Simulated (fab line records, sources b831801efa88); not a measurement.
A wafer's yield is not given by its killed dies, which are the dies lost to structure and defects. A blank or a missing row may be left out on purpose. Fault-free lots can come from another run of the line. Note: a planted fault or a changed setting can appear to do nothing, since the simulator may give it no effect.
fab line records    flow gf180mcu
[record] lots = 12  wafers = 36  last_day = 35
route steps=602 shown STI@11 MVSD@70 MVPSD@85 HV_LDD@222
lots that met no fault: from a run of the same line without faults
start_h: hours from the record's opening day to when the first of the lot's shown wafers began    wait_h: hours from the lot's prior step to this one    " the same as in the row above    L1.1+2: one row covering several wafers at once    - no value present, or no start provided    * or withheld: withheld    < > ~ a bound
route shown NAME@n: names a module that has steps shown in the file, with the first one's number in the route    usual: the fault-free wafers' mean and standard deviation    same: alike in all rows    chamber/n: place in a boat    sites: the reading at each site    _std_site: the values' standard deviation    _edge_site: mean of outer sites minus mean of inner sites    radius_mm: for every site, how far away it sits from the centre of the wafer    mask NAME#n: copy n    behind: the most recent tool/chamber to have shaped the wafer    hold: cause of the lot's hold/its duration in hours/its outcome    device: transistor that didn't switch, given as n, p or np    end of line: the tests these same wafers got at the end of their route    a step with no rows: only its recipe    killed: at the first sort, the dies lost to defects and structure; wafer yield is something else    map: the dies of a wafer, with x for killed, . for not killed, _ for no die there
set.NAME: the setting the step ran with; set.NAME@STEP: the setting that earlier step ran with    model.NAME: the simulator's own value behind a step, which no gauge read
one table for each step of the route and one row for each wafer, over a sample of lots
services: the hour from which a tool's chamber was out of use, counted from the record's first day as start_h (under 0 if before that day), plus the number of hours and why
[[steps]]
[step GF_STI_PEB_10]
[recipe] peb_temp_c = 135  peb_time_s = 91.33  resist = KrF
[usual] plate_sensor_t_centre_C = 136.13/0.01  plate_sensor_t_edge_C = 136.29/0.009  resist_line_temp_C = 23.03/0.11
lot.wafer  tool            chamber  start_h  wait_h  plate_sensor_t_centre_C  plate_sensor_t_edge_C  resist_line_temp_C
L767.1     litho_track-04  0        -        -       136.12                   136.28                 23.02
L767.5     "               0        "        "       136.13                   136.31                 22.96
L767.6     "               0        "        "       136.14                   136.28                 22.92
L769.2     litho_track-04  0        -        -       136.12                   136.3                  23.06
L769.5     "               0        "        "       136.14                   136.3                  22.72
L769.6     "               0        "        "       136.13                   136.29                 23.00
L771.2     litho_track-02  0        -        -       136.13                   136.3                  23.00
L771.3     "               0        "        "       136.14                   136.31                 23.07
L771.4     "               0        "        "       136.11                   136.29                 23.09
L772.1     litho_track-02  0        -        -       136.16                   136.31                 22.92
L772.4     "               0        "        "       136.13                   136.29                 22.91
L772.5     "               0        "        "       136.12                   136.3                  22.96
L773.2     litho_track-04  0        -        -       136.14                   136.29                 23.11
L773.4     "               0        "        "       136.12                   136.27                 22.98
L773.5     "               0        "        "       136.14                   136.29                 23.08
L776.2     litho_track-04  0        -        -       136.12                   136.29                 23.09
L776.3     "               0        "        "       136.12                   136.3                  23.00
L776.6     "               0        "        "       136.12                   136.3                  23.06
L778.1     litho_track-04  0        -        -       136.12                   136.29                 23.17
L778.3     "               0        "        "       136.13                   136.3                  22.97
L778.6     "               0        "        "       136.13                   136.29                 22.87
L781.1     litho_track-04  0        -        -       136.13                   136.28                 22.90
L781.2     "               0        "        "       136.12                   136.3                  23.03
L781.6     "               0        "        "       136.13                   136.28                 22.83
L785.1     litho_track-04  0        -        -       136.13                   136.3                  23.14
L785.5     "               0        "        "       136.13                   136.3                  23.03
L785.6     "               0        "        "       136.11                   136.3                  23.26
L788.3     litho_track-02  0        -        -       136.12                   136.29                 23.20
L788.5     "               0        "        "       136.13                   136.31                 23.19
L788.6     "               0        "        "       136.12                   136.28                 23.12
L789.1     litho_track-01  0        -        -       136.12                   136.29                 23.01
L789.3     "               0        "        "       136.15                   136.29                 23.13
L789.4     "               0        "        "       136.13                   136.3                  22.99
L790.3     litho_track-02  0        -        -       136.12                   136.31                 23.01
L790.5     "               0        "        "       136.11                   136.3                  23.06
L790.6     "               0        "        "       136.14                   136.3                  23.26
[step GF_MVSD_EXPOSE_04]
[recipe] mask_id = MVSD  target_cd_nm = 1000  na = 0.6  source_shape = conventional  sigma_outer = 0.6  dose_mj = 260
[usual] reticle_temp_C = 22.96/0.12  stage_vel_mm_s = 499.95/0.23
lot.wafer  tool              chamber  start_h  wait_h  mask     reticle_temp_C  stage_vel_mm_s
L767.1     iline_stepper-02  0        76.42    -       MVSD#0   22.94           500.17
L767.5     "                 0        "        "       MVSD#0   22.95           499.82
L767.6     "                 0        "        "       MVSD#0   22.98           499.86
L769.2     iline_stepper-01  0        89.62    -       MVSD#0   23.13           499.62
L769.5     "                 0        "        "       MVSD#0   23.25           499.71
L769.6     "                 0        "        "       MVSD#0   22.88           499.93
L771.2     iline_stepper-01  0        99.61    -       MVSD#0   22.93           500.14
L771.3     "                 0        "        "       MVSD#0   22.72           499.81
L771.4     "                 0        "        "       MVSD#0   23.06           500.53
L772.1     iline_stepper-01  0        107.42   -       MVSD#0   23.08           500.26
L772.4     "                 0        "        "       MVSD#0   22.91           500.36
L772.5     "                 0        "        "       MVSD#0   23.03           499.86
L773.2     iline_stepper-02  0        111.61   -       MVSD#0   23.06           500.01
L773.4     "                 0        "        "       MVSD#0   23.09           499.94
L773.5     "                 0        "        "       MVSD#0   23.11           499.85
L776.2     iline_stepper-02  0        129.22   -       MVSD#0   22.98           500.27
L776.3     "                 0        "        "       MVSD#0   22.85           499.67
L776.6     "                 0        "        "       MVSD#0   22.96           499.99
L778.1     iline_stepper-01  0        137.52   -       MVSD#0   23.07           499.86
L778.3     "                 0        "        "       MVSD#0   22.94           500.30
L778.6     "                 0        "        "       MVSD#0   22.97           499.63
L781.1     iline_stepper-02  0        156.29   -       MVSD#0   22.96           499.90
L781.2     "                 0        "        "       MVSD#0   22.82           499.83
L781.6     "                 0        "        "       MVSD#0   22.97           499.76
L785.1     iline_stepper-02  0        179.24   -       Nwell#0  22.89           499.90
L785.5     "                 0        "        "       Nwell#0  22.85           499.84
L785.6     "                 0        "        "       Nwell#0  22.94           500.02
L788.3     iline_stepper-01  0        195.23   -       MVSD#0   22.82           500.25
L788.5     "                 0        "        "       MVSD#0   22.79           500.05
L788.6     "                 0        "        "       MVSD#0   22.86           499.91
L789.1     iline_stepper-02  0        201.94   -       MVSD#0   22.96           499.97
L789.3     "                 0        "        "       MVSD#0   22.93           500.13
L789.4     "                 0        "        "       MVSD#0   22.78           499.93
L790.3     iline_stepper-01  0        207.98   -       MVSD#0   22.97           499.96
L790.5     "                 0        "        "       MVSD#0   22.88           499.80
L790.6     "                 0        "        "       MVSD#0   22.98           499.92
[step GF_MVSD_OVL_MEAS_07]
[usual] MVSD_OVL = 0.3/1.2
lot.wafer  tool        chamber  start_h  wait_h  MVSD_OVL[nm]
L767.1     overlay-01  -        83.14    -       1.4
L767.5     "           -        "        "       3.3
L767.6     "           -        "        "       1.4
L769.2     overlay-02  -        95.83    -       1.5
L769.5     "           -        "        "       0.6
L769.6     "           -        "        "       -2.1
L771.2     overlay-01  -        106.78   -       -1.4
L771.3     "           -        "        "       0.8
L771.4     "           -        "        "       2.3
L772.1     overlay-01  -        114.69   -       0.6
L772.4     "           -        "        "       -0.7
L772.5     "           -        "        "       0.7
L773.2     overlay-02  -        118.92   -       -0.4
L773.4     "           -        "        "       -0.7
L773.5     "           -        "        "       -0.5
L776.2     overlay-02  -        136.88   -       1.2
L776.3     "           -        "        "       3.5
L776.6     "           -        "        "       1.4
L778.1     overlay-02  -        144.97   -       0.4
L778.3     "           -        "        "       1.2
L778.6     "           -        "        "       -0.2
L781.1     overlay-01  -        164.32   -       1.8
L781.2     "           -        "        "       0.8
L781.6     "           -        "        "       0.7
L785.1     overlay-01  -        187.44   -       -
L785.5     "           -        "        "       -
L785.6     "           -        "        "       -
L788.3     overlay-02  -        203.73   -       -0.1
L788.5     "           -        "        "       0.1
L788.6     "           -        "        "       0.6
L789.1     overlay-02  -        210.42   -       0.0
L789.3     "           -        "        "       -0.7
L789.4     "           -        "        "       -1.0
L790.3     overlay-01  -        216.30   -       -0.5
L790.5     "           -        "        "       -0.1
L790.6     "           -        "        "       0.3
[step GF_MVSD_TW_MEAS_11]
[usual] MVSD_TW = 1578/17
lot.wafer  tool           chamber  start_h  wait_h  hold                      MVSD_TW
L767.1     film_metro-01  -        83.57    0.1     -                         1599
L767.5     "              -        "        "       -                         1587
L767.6     "              -        "        "       -                         1601
L769.2     film_metro-03  -        96.27    0.1     -                         1570
L769.5     "              -        "        "       -                         1567
L769.6     "              -        "        "       -                         1563
L771.2     film_metro-01  -        107.22   0.1     -                         1581
L771.3     "              -        "        "       -                         1581
L771.4     "              -        "        "       -                         1591
L772.1     film_metro-01  -        115.12   0.1     -                         1586
L772.4     "              -        "        "       -                         1584
L772.5     "              -        "        "       -                         1589
L773.2     film_metro-01  -        119.36   0.1     -                         1594
L773.4     "              -        "        "       -                         1593
L773.5     "              -        "        "       -                         1587
L776.2     film_metro-04  -        137.32   0.1     -                         1577
L776.3     "              -        "        "       -                         1571
L776.6     "              -        "        "       -                         1564
L778.1     film_metro-01  -        145.41   0.1     -                         1588
L778.3     "              -        "        "       -                         1593
L778.6     "              -        "        "       -                         1585
L781.1     film_metro-04  -        164.75   0.1     -                         1564
L781.2     "              -        "        "       -                         1560
L781.6     "              -        "        "       -                         1563
L785.1     film_metro-01  -        187.87   0.1     await_dispo/0.2h/release  30
L785.5     "              -        "        "       await_dispo/0.2h/release  30
L785.6     "              -        "        "       await_dispo/0.2h/release  30
L785.1     film_metro-01  -        188.14   0.3     -                         30
L785.5     "              -        "        "       -                         30
L785.6     "              -        "        "       -                         30
L788.3     film_metro-01  -        204.17   0.1     -                         1596
L788.5     "              -        "        "       -                         1596
L788.6     "              -        "        "       -                         1598
L789.1     film_metro-03  -        210.86   0.1     -                         1562
L789.3     "              -        "        "       -                         1563
L789.4     "              -        "        "       -                         1565
L790.3     film_metro-01  -        216.74   0.1     -                         1592
L790.5     "              -        "        "       -                         1595
L790.6     "              -        "        "       -                         1602
[step GF_MVPSD_OVL_MEAS_07]
[usual] MVPSD_OVL = -0.5/1.3
lot.wafer  tool        chamber  start_h  wait_h  MVPSD_OVL[nm]
L767.1     overlay-01  -        97.27    -       -0.5
L767.5     "           -        "        "       -1.0
L767.6     "           -        "        "       -1.1
L769.2     overlay-01  -        110.84   -       1.0
L769.5     "           -        "        "       -0.8
L769.6     "           -        "        "       -0.9
L771.2     overlay-01  -        122.02   -       -1.2
L771.3     "           -        "        "       -1.2
L771.4     "           -        "        "       -2.0
L772.1     overlay-02  -        130.44   -       -2.3
L772.4     "           -        "        "       -2.0
L772.5     "           -        "        "       -2.8
L773.2     overlay-01  -        134.14   -       0.4
L773.4     "           -        "        "       0.5
L773.5     "           -        "        "       -1.0
L776.2     overlay-01  -        152.57   -       -0.7
L776.3     "           -        "        "       -1.2
L776.6     "           -        "        "       -0.6
L778.1     overlay-01  -        161.19   -       -2.4
L778.3     "           -        "        "       -3.3
L778.6     "           -        "        "       -3.2
L781.1     overlay-01  -        181.07   -       -1.5
L781.2     "           -        "        "       -1.1
L781.6     "           -        "        "       -0.4
L788.3     overlay-02  -        221.93   -       -1.1
L788.5     "           -        "        "       0.5
L788.6     "           -        "        "       0.6
L789.1     overlay-02  -        228.81   -       -0.6
L789.3     "           -        "        "       0.6
L789.4     "           -        "        "       1.7
L790.3     overlay-01  -        235.08   -       -1.8
L790.5     "           -        "        "       -0.3
L790.6     "           -        "        "       -0.3
[step GF_HV_LDD_CD_MEAS_46]
[recipe] target_cd_nm = 400
[usual] cd_nm = 403.5/2.5
lot.wafer  tool       chamber  start_h  wait_h  cd_nm
L767.1     cd_sem-01  -        272.23   0.1     399.1
L767.5     "          -        "        "       401.3
L767.6     "          -        "        "       399.4
L769.2     cd_sem-01  -        293.08   0.1     402.0
L769.5     "          -        "        "       401.5
L769.6     "          -        "        "       402.0
L771.2     cd_sem-02  -        308.18   0.1     400.4
L771.3     "          -        "        "       401.1
L771.4     "          -        "        "       401.7
L772.1     cd_sem-02  -        319.41   0.1     399.6
L772.4     "          -        "        "       401.6
L772.5     "          -        "        "       400.9
L773.2     cd_sem-02  -        322.83   0.1     406.2
L773.4     "          -        "        "       407.2
L773.5     "          -        "        "       408.7
L776.2     cd_sem-01  -        348.48   0.1     401.2
L776.3     "          -        "        "       400.6
L776.6     "          -        "        "       400.5
L778.1     cd_sem-02  -        362.73   0.1     405.7
L778.3     "          -        "        "       402.5
L778.6     "          -        "        "       405.0
L781.1     cd_sem-01  -        386.33   0.1     403.6
L781.2     "          -        "        "       404.7
L781.6     "          -        "        "       400.9
L788.3     cd_sem-02  -        441.65   0.1     403.9
L788.5     "          -        "        "       405.7
L788.6     "          -        "        "       404.9
L789.1     cd_sem-01  -        454.31   0.1     402.8
L789.3     "          -        "        "       404.1
L789.4     "          -        "        "       403.5
L790.3     cd_sem-02  -        461.45   0.1     402.2
L790.5     "          -        "        "       402.8
L790.6     "          -        "        "       401.6
[[services]]
tool              chamber  start_h  hours  kind
iline_stepper-02  -        58.52    1.7    pm
iline_stepper-01  -        60.32    1.7    pm
iline_stepper-01  -        68.85    4.4    pm
iline_stepper-01  -        81.06    2.1    pm
iline_stepper-01  -        83.15    -      consumable_replace:lamp
iline_stepper-02  0        98.87    -      calibration
litho_track-02    -        169.33   -      consumable_replace:filter
[[key]]
[first_sign] step = GF_MVSD_EXPOSE_04  reading = mask  direction = changed
[effect] step = GF_MVSD_OVL_MEAS_07  reading = MVSD_OVL  direction = missing
[effect] step = GF_MVSD_TW_MEAS_11  reading = visit  direction = added
[effect] step = GF_MVSD_TW_MEAS_11  reading = MVSD_TW  direction = down  sigmas = 92  usual = 1578  struck = 30
met_at GF_MVSD_EXPOSE_04
struck_lots L785
scrapped_behind GF_MVSD_TW_MEAS_11 L785.1,L785.5,L785.6
not_acting_at GF_STI_PEB_10,GF_MVPSD_OVL_MEAS_07,GF_HV_LDD_CD_MEAS_46
onset_between 156.29 179.24
[fault] kind = wrong_mask  tool = any  chamber = -  onset_h = 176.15  steps = GF_MVSD_EXPOSE_04  aux_copy = Nwell#0  scope = struck_lots_only
